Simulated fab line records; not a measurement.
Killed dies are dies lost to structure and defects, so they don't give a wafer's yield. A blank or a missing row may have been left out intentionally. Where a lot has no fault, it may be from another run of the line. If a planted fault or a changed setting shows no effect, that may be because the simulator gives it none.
Which tool was responsible? || flow sky130 || Sampling: 12 lots, 36 wafers, 6 of 708 route steps

WHAT EACH GAUGE READ, for each wafer
SKY_FIELD_ISO_THK_MEAS_23.
{"lot": "L566", "measured": "day 2 08:22", "on": "film_metro-03", "FIELD_ISO_OXIDATION_01_THK (nm)": "10.00 10.05 9.99"}
{"lot": "L569", "measured": "day 3 02:53", "on": "film_metro-03", "FIELD_ISO_OXIDATION_01_THK (nm)": "10.04 9.88 10.03"}
{"lot": "L571", "measured": "day 3 12:36", "on": "film_metro-04", "FIELD_ISO_OXIDATION_01_THK (nm)": "10.18 10.04 10.08"}
{"lot": "L574", "measured": "day 4 08:47", "on": "film_metro-03", "FIELD_ISO_OXIDATION_01_THK (nm)": "9.87 9.72 9.89"}
{"lot": "L575", "measured": "day 4 08:47", "on": "film_metro-04", "FIELD_ISO_OXIDATION_01_THK (nm)": "10.34 10.35 10.37"}
{"lot": "L576", "measured": "day 4 14:19", "on": "film_metro-03", "FIELD_ISO_OXIDATION_01_THK (nm)": "10.23 10.12 10.26"}
{"lot": "L577", "measured": "day 5 01:31", "on": "film_metro-01", "FIELD_ISO_OXIDATION_01_THK (nm)": "9.82 10.24 9.95"}
{"lot": "L578", "measured": "day 5 01:49", "on": "film_metro-01", "FIELD_ISO_OXIDATION_01_THK (nm)": "10.18 9.99 10.02"}
{"lot": "L581", "measured": "day 5 15:43", "on": "film_metro-04", "FIELD_ISO_OXIDATION_01_THK (nm)": "10.32 10.42 10.39"}
{"lot": "L587", "measured": "day 6 21:42", "on": "film_metro-03", "FIELD_ISO_OXIDATION_01_THK (nm)": "9.91 10.07 9.77"}
{"lot": "L588", "measured": "day 7 04:05", "on": "film_metro-04", "FIELD_ISO_OXIDATION_01_THK (nm)": "10.14 10.21 10.29"}
{"lot": "L589", "measured": "day 7 08:09", "on": "film_metro-04", "FIELD_ISO_OXIDATION_01_THK (nm)": "9.93 9.88 9.97"}

SKY_PWDE_OVL_MEAS_07.
{"lot": "L566", "measured": "day 3 19:50", "on": "overlay-02", "PWDE_OVL (nm)": "1.6 1.1 0.2"}
{"lot": "L569", "measured": "day 5 09:08", "on": "overlay-01", "PWDE_OVL (nm)": "-1.2 -0.4 -0.3"}
{"lot": "L571", "measured": "day 5 15:37", "on": "overlay-01", "PWDE_OVL (nm)": "-0.9 0.3 -1.0"}
{"lot": "L574", "measured": "day 6 05:29", "on": "overlay-02", "PWDE_OVL (nm)": "0.9 1.2 0.4"}
{"lot": "L575", "measured": "day 6 05:50", "on": "overlay-01", "PWDE_OVL (nm)": "-0.7 -1.3 -0.9"}
{"lot": "L576", "measured": "day 6 08:08", "on": "overlay-02", "PWDE_OVL (nm)": "-1.1 0.2 -0.6"}
{"lot": "L577", "measured": "day 6 19:47", "on": "overlay-01", "PWDE_OVL (nm)": "0.2 -0.2 0.3"}
{"lot": "L578", "measured": "day 6 19:45", "on": "overlay-01", "PWDE_OVL (nm)": "1.3 0.0 -0.4"}
{"lot": "L581", "measured": "day 7 13:15", "on": "overlay-01", "PWDE_OVL (nm)": "3.1 1.6 2.6"}
{"lot": "L587", "measured": "day 8 21:37", "on": "overlay-02", "PWDE_OVL (nm)": "1.1 0.6 0.7"}
{"lot": "L588", "measured": "day 9 00:31", "on": "overlay-01", "PWDE_OVL (nm)": "2.2 2.5 3.2"}
{"lot": "L589", "measured": "day 9 04:44", "on": "overlay-01", "PWDE_OVL (nm)": "1.6 0.9 0.6"}

SKY_NWELL_TW_MEAS_15.
{"lot": "L566", "measured": "day 4 11:24", "on": "film_metro-02", "NWELL_TW": "1844 1848 1842"}
{"lot": "L569", "measured": "day 6 04:11", "on": "film_metro-02", "NWELL_TW": "1816 1833 1823"}
{"lot": "L571", "measured": "day 6 11:13", "on": "film_metro-04", "NWELL_TW": "1843 1843 1833"}
{"lot": "L574", "measured": "day 7 01:47", "on": "film_metro-03", "NWELL_TW": "1816 1813 1818"}
{"lot": "L575", "measured": "day 7 02:11", "on": "film_metro-03", "NWELL_TW": "1822 1822 1821"}
{"lot": "L576", "measured": "day 7 04:19", "on": "film_metro-02", "NWELL_TW": "1857 1851 1845"}
{"lot": "L577", "measured": "day 7 15:22", "on": "film_metro-02", "NWELL_TW": "1853 1847 1847"}
{"lot": "L578", "measured": "day 7 15:13", "on": "film_metro-03", "NWELL_TW": "1828 1817 1822"}
{"lot": "L581", "measured": "day 8 08:55", "on": "film_metro-02", "NWELL_TW": "1833 1842 1840"}
{"lot": "L587", "measured": "day 9 20:52", "on": "film_metro-04", "NWELL_TW": "1647 1647 1651"}
{"lot": "L588", "measured": "day 9 23:28", "on": "film_metro-04", "NWELL_TW": "1659 1656 1662"}
{"lot": "L589", "measured": "day 10 03:40", "on": "film_metro-04", "NWELL_TW": "1829 1834 1835"}

SKY_NWELL_RS_MEAS_29: measures by four-point-probe.
{"lot": "L566", "measured": "day 5 05:14", "on": "film_metro-03", "NWELL_RS (ohm/sq)": "625.6 626.5 625.9"}
{"lot": "L569", "measured": "day 7 00:12", "on": "film_metro-04", "NWELL_RS (ohm/sq)": "623.3 621.3 622.2"}
{"lot": "L571", "measured": "day 7 06:14", "on": "film_metro-04", "NWELL_RS (ohm/sq)": "622.8 623.9 623.9"}
{"lot": "L574", "measured": "day 7 20:04", "on": "film_metro-04", "NWELL_RS (ohm/sq)": "624.6 624.5 624.0"}
{"lot": "L575", "measured": "day 7 20:25", "on": "film_metro-02", "NWELL_RS (ohm/sq)": "626.2 628.2 627.3"}
{"lot": "L576", "measured": "day 7 22:34", "on": "film_metro-04", "NWELL_RS (ohm/sq)": "623.5 622.9 624.1"}
{"lot": "L577", "measured": "day 8 12:14", "on": "film_metro-02", "NWELL_RS (ohm/sq)": "625.5 624.7 626.4"}
{"lot": "L578", "measured": "day 8 11:55", "on": "film_metro-03", "NWELL_RS (ohm/sq)": "625.0 624.4 624.8"}
{"lot": "L581", "measured": "day 9 06:07", "on": "film_metro-03", "NWELL_RS (ohm/sq)": "624.3 625.1 626.5"}
{"lot": "L587", "measured": "day 10 19:23", "on": "film_metro-02", "NWELL_RS (ohm/sq)": "746.2 745.1 747.4"}
{"lot": "L588", "measured": "day 10 22:34", "on": "film_metro-02", "NWELL_RS (ohm/sq)": "742.7 744.9 744.8"}
{"lot": "L589", "measured": "day 11 02:59", "on": "film_metro-04", "NWELL_RS (ohm/sq)": "626.1 625.3 626.7"}

WHICH TOOL RAN EACH LOT (tool, then ch and the chambers of the sampled wafers, then the start)
{"lot": "L566", "SKY_PWDE_STRIP_09": "plasma_asher-04 ch 0,1, day 3 20:01", "SKY_NWELL_IMPLANT_11": "implanter-03 ch 0, day 4 10:51"}
{"lot": "L569", "SKY_PWDE_STRIP_09": "plasma_asher-01 ch 0,1, day 5 09:21", "SKY_NWELL_IMPLANT_11": "implanter-03 ch 0, day 6 03:40"}
{"lot": "L571", "SKY_PWDE_STRIP_09": "plasma_asher-04 ch 0,1, day 5 15:48", "SKY_NWELL_IMPLANT_11": "implanter-01 ch 0, day 6 10:41"}
{"lot": "L574", "SKY_PWDE_STRIP_09": "plasma_asher-03 ch 0,1, day 6 05:42", "SKY_NWELL_IMPLANT_11": "implanter-03 ch 0, day 7 01:16"}
{"lot": "L575", "SKY_PWDE_STRIP_09": "plasma_asher-01 ch 0,1, day 6 06:03", "SKY_NWELL_IMPLANT_11": "implanter-01 ch 0, day 7 01:40"}
{"lot": "L576", "SKY_PWDE_STRIP_09": "plasma_asher-04 ch 0,1, day 6 08:21", "SKY_NWELL_IMPLANT_11": "implanter-03 ch 0, day 7 03:48"}
{"lot": "L577", "SKY_PWDE_STRIP_09": "plasma_asher-03 ch 0,1, day 6 19:58", "SKY_NWELL_IMPLANT_11": "implanter-04 ch 0, day 7 14:49"}
{"lot": "L578", "SKY_PWDE_STRIP_09": "plasma_asher-04 ch 0,1, day 6 19:56", "SKY_NWELL_IMPLANT_11": "implanter-01 ch 0, day 7 14:40"}
{"lot": "L581", "SKY_PWDE_STRIP_09": "plasma_asher-01 ch 0,1, day 7 13:26", "SKY_NWELL_IMPLANT_11": "implanter-01 ch 0, day 8 08:22"}
{"lot": "L587", "SKY_PWDE_STRIP_09": "plasma_asher-01 ch 0,1, day 8 21:48", "SKY_NWELL_IMPLANT_11": "implanter-01 ch 0, day 9 20:19"}
{"lot": "L588", "SKY_PWDE_STRIP_09": "plasma_asher-03 ch 0,1, day 9 00:42", "SKY_NWELL_IMPLANT_11": "implanter-01 ch 0, day 9 22:55"}
{"lot": "L589", "SKY_PWDE_STRIP_09": "plasma_asher-04 ch 0,1, day 9 04:55", "SKY_NWELL_IMPLANT_11": "implanter-03 ch 0, day 10 03:07"}
- SKY_PWDE_STRIP_09: strips in O2/N2.
- SKY_NWELL_IMPLANT_11

AS READ BY THE TOOLS THEMSELVES (means over the sampled wafers that have a number; for cases with no such wafer, the mark the record gives instead)
SKY_PWDE_STRIP_09.
{"lot": "L566", "tool": "plasma_asher-04", "drypump_motor_current_A (A)": 5.5, "oes_product_au (a.u.)": 0.722, "strip_time_to_endpoint_s (s)": 37.00}
{"lot": "L569", "tool": "plasma_asher-01", "drypump_motor_current_A (A)": 5.3, "oes_product_au (a.u.)": 0.719, "strip_time_to_endpoint_s (s)": 37.01}
{"lot": "L571", "tool": "plasma_asher-04", "drypump_motor_current_A (A)": 5.5, "oes_product_au (a.u.)": 0.723, "strip_time_to_endpoint_s (s)": 36.98}
{"lot": "L574", "tool": "plasma_asher-03", "drypump_motor_current_A (A)": 4.9, "oes_product_au (a.u.)": 0.724, "strip_time_to_endpoint_s (s)": 37.05}
{"lot": "L575", "tool": "plasma_asher-01", "drypump_motor_current_A (A)": 5.3, "oes_product_au (a.u.)": 0.722, "strip_time_to_endpoint_s (s)": 36.89}
{"lot": "L576", "tool": "plasma_asher-04", "drypump_motor_current_A (A)": 5.5, "oes_product_au (a.u.)": 0.729, "strip_time_to_endpoint_s (s)": 36.96}
{"lot": "L577", "tool": "plasma_asher-03", "drypump_motor_current_A (A)": 4.9, "oes_product_au (a.u.)": 0.723, "strip_time_to_endpoint_s (s)": 37.00}
{"lot": "L578", "tool": "plasma_asher-04", "drypump_motor_current_A (A)": 5.4, "oes_product_au (a.u.)": 0.720, "strip_time_to_endpoint_s (s)": 36.87}
{"lot": "L581", "tool": "plasma_asher-01", "drypump_motor_current_A (A)": 5.3, "oes_product_au (a.u.)": 0.722, "strip_time_to_endpoint_s (s)": 36.89}
{"lot": "L587", "tool": "plasma_asher-01", "drypump_motor_current_A (A)": 5.6, "oes_product_au (a.u.)": 0.723, "strip_time_to_endpoint_s (s)": 36.92}
{"lot": "L588", "tool": "plasma_asher-03", "drypump_motor_current_A (A)": 4.9, "oes_product_au (a.u.)": 0.722, "strip_time_to_endpoint_s (s)": 36.83}
{"lot": "L589", "tool": "plasma_asher-04", "drypump_motor_current_A (A)": 5.5, "oes_product_au (a.u.)": 0.723, "strip_time_to_endpoint_s (s)": 36.92}

SKY_NWELL_IMPLANT_11.
{"lot": "L566", "tool": "implanter-03", "dose_ions_cm2": 1.9021e+13, "faraday_current_uA": 104.9}
{"lot": "L569", "tool": "implanter-03", "dose_ions_cm2": 1.8999e+13, "faraday_current_uA": 107.8}
{"lot": "L571", "tool": "implanter-01", "dose_ions_cm2": 1.8979e+13, "faraday_current_uA": 106.1}
{"lot": "L574", "tool": "implanter-03", "dose_ions_cm2": 1.8977e+13, "faraday_current_uA": 109.0}
{"lot": "L575", "tool": "implanter-01", "dose_ions_cm2": 1.8995e+13, "faraday_current_uA": 106.7}
{"lot": "L576", "tool": "implanter-03", "dose_ions_cm2": 1.9000e+13, "faraday_current_uA": 108.6}
{"lot": "L577", "tool": "implanter-04", "dose_ions_cm2": 1.9013e+13, "faraday_current_uA": 106.2}
{"lot": "L578", "tool": "implanter-01", "dose_ions_cm2": 1.8999e+13, "faraday_current_uA": 109.4}
{"lot": "L581", "tool": "implanter-01", "dose_ions_cm2": 1.9003e+13, "faraday_current_uA": 107.0}
{"lot": "L587", "tool": "implanter-01", "dose_ions_cm2": 1.3646e+13, "faraday_current_uA": 76.0}
{"lot": "L588", "tool": "implanter-01", "dose_ions_cm2": 1.3640e+13, "faraday_current_uA": 76.7}
{"lot": "L589", "tool": "implanter-03", "dose_ions_cm2": 1.8985e+13, "faraday_current_uA": 106.6}

THE ANSWER, worked out from the rows above alone
Rule: the lots themselves supply what counts as usual. The widest of any qualifying gaps counts: lots, ordered by their means at a reading, are off when they make up no more than a third of the lots, leave a main group of 4 or more, and stand apart from it by 3 or more times the standard deviation of that group's means. If all means in a main group match to the digits the tables above print for the reading, that group is not used. Also off: a lot with no number at a reading for which 4 or more lots have one. The other lots that the step has rows for count as sound. First the gauges in route order, then the tools' own readings, where a lot's mean is used as printed above. At the first step where some lot is off, the reading lying furthest off is the one used; lots without a number count as furthest.
Off: L587, L588, at SKY_NWELL_TW_MEAS_15 (NWELL_TW). Mean 1834 and standard deviation 12 in the main group.
If a tool, at a process step before that reading, ran all the lots that are off and no sound lot after the first of them, it fits. Not tried: the gauges at SKY_NWELL_TW_MEAS_15; whatever is off there is also off at SKY_NWELL_RS_MEAS_29, on other tools, and gauge error can't account for it. One fits: SKY_NWELL_IMPLANT_11 on implanter-01. Its last sound lot is L581 (day 8 08:22), its first lot that is off L587 (day 9 20:19): a fault that began between those two fits.
The tool's own readings at SKY_NWELL_IMPLANT_11 bear it out: on the lots that are off they differ by more than 5 times the standard deviation of the sound lots' means. dose_ions_cm2 reads 1.3643e+13 there against 1.8997e+13 on the sound lots; faraday_current_uA reads 76.3 there against 107.2 on the sound lots.

WHAT WAS PUT IN BY THE SIMULATOR
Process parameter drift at SKY_NWELL_IMPLANT_11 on implanter-01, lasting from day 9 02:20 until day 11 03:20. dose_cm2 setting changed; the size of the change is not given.
Struck lots among those shown: L587, L588. The rule given above showed the same thing.
